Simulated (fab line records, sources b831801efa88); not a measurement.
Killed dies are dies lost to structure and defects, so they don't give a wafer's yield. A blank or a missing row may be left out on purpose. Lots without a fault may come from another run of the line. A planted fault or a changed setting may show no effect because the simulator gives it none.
One fault seen from 2 desks | flow gf180mcu | each desk has only its own numbers; what lay behind them comes last

THE METROLOGY DESK
What the gauges read, lot by lot, whatever tool the lot ran on: means of the sampled wafers that have a number. A lot is out of limits, marked OUT, if its mean lies more than 4 standard deviations from the usual mean; the brackets give that distance.
Columns: A = V4_CVD_02_THK at GF_V4_THK_MEAS_03, usual 848 nm; B = V4_W_RS at GF_V4_RS_MEAS_24, usual 0.330 ohm/sq; C = MIM_CVD_05_THK at GF_MIM_THK_MEAS_06, usual 41.8 nm
lot  | first seen here | A   | B     | C
L948 | day 24 00:40    | 843 | 0.328 | 42.2
L949 | day 24 10:40    | 855 | 0.331 | 42.1
L950 | day 24 21:50    | 847 | 0.326 | 42.3
L951 | day 25 04:10    | 838 | 0.328 | 41.7
L952 | day 25 07:32    | 850 | 0.328 | 41.8
L953 | day 25 11:26    | 845 | 0.330 | 41.3
L962 | day 28 08:22    | 840 | 0.332 | 41.5
L963 | day 28 16:23    | 842 | 0.334 | 42.0
L965 | day 29 10:16    | 848 | 0.326 | 41.5
L967 | day 29 18:29    | 835 | 0.329 | 41.2
L969 | day 30 08:08    | 842 | 0.327 | 41.7
This desk's finding: nothing out of limits on any of the 11 lots.

THE TOOL OWNER'S DESK: rie_metal-03
The tool's own readings at GF_MIM_METAL_ETCH_19 (etches the open film in Cl2/BCl3, stops on Si3N4, target depth 324.5 nm, time 54.1 s): means of the sampled wafers that have a number, for each lot that ran on this tool. A lot is out of limits, marked OUT, if its mean lies more than 4 standard deviations from the usual mean; the brackets give that distance.
Columns: A = drypump_motor_current_A at GF_MIM_METAL_ETCH_19, usual 5.7 A; B = oes_product_au at GF_MIM_METAL_ETCH_19, usual 0.924 a.u.; C = rf_fwd_power_W at GF_MIM_METAL_ETCH_19, usual 793 W; D = throttle_valve_pct at GF_MIM_METAL_ETCH_19, usual 28.301 %
lot  | first seen here | A   | B     | C             | D
L949 | day 26 06:41    | 5.3 | 0.922 | 793           | 28.300
L950 | day 26 19:19    | 5.7 | 0.925 | 795           | 28.305
L951 | day 27 00:10    | 5.6 | 0.926 | 919 (+39) OUT | 28.290
L952 | day 27 02:56    | 5.4 | 0.919 | 922 (+40) OUT | 28.309
L962 | day 30 02:13    | 5.4 | 0.923 | 792           | 28.296
L969 | day 31 21:23    | 5.6 | 0.920 | 789           | 28.305
This desk's finding: out of limits on L951, L952; first on L951, day 27 00:10 (rf_fwd_power_W at GF_MIM_METAL_ETCH_19). In limits: L949, L950, L962, L969.

PUT TOGETHER
The tool owner's desk could have raised an alarm at day 27 00:10, on L951, L952.
The metrology desk saw nothing out of limits.
The metrology desk has L951, L952 on record, within its limits.
Of the lots named, all ran GF_MIM_METAL_ETCH_19 on rie_metal-03.

WHAT THE SIMULATOR HAD PUT IN
Process parameter drift: rie_metal-03, from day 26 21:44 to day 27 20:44, at GF_MIM_METAL_ETCH_19. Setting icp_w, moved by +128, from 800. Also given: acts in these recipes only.
Lots struck among those shown: L951, L952.
Hours from the fault's start to each desk's first reading out of limits: the tool owner's desk, 2.
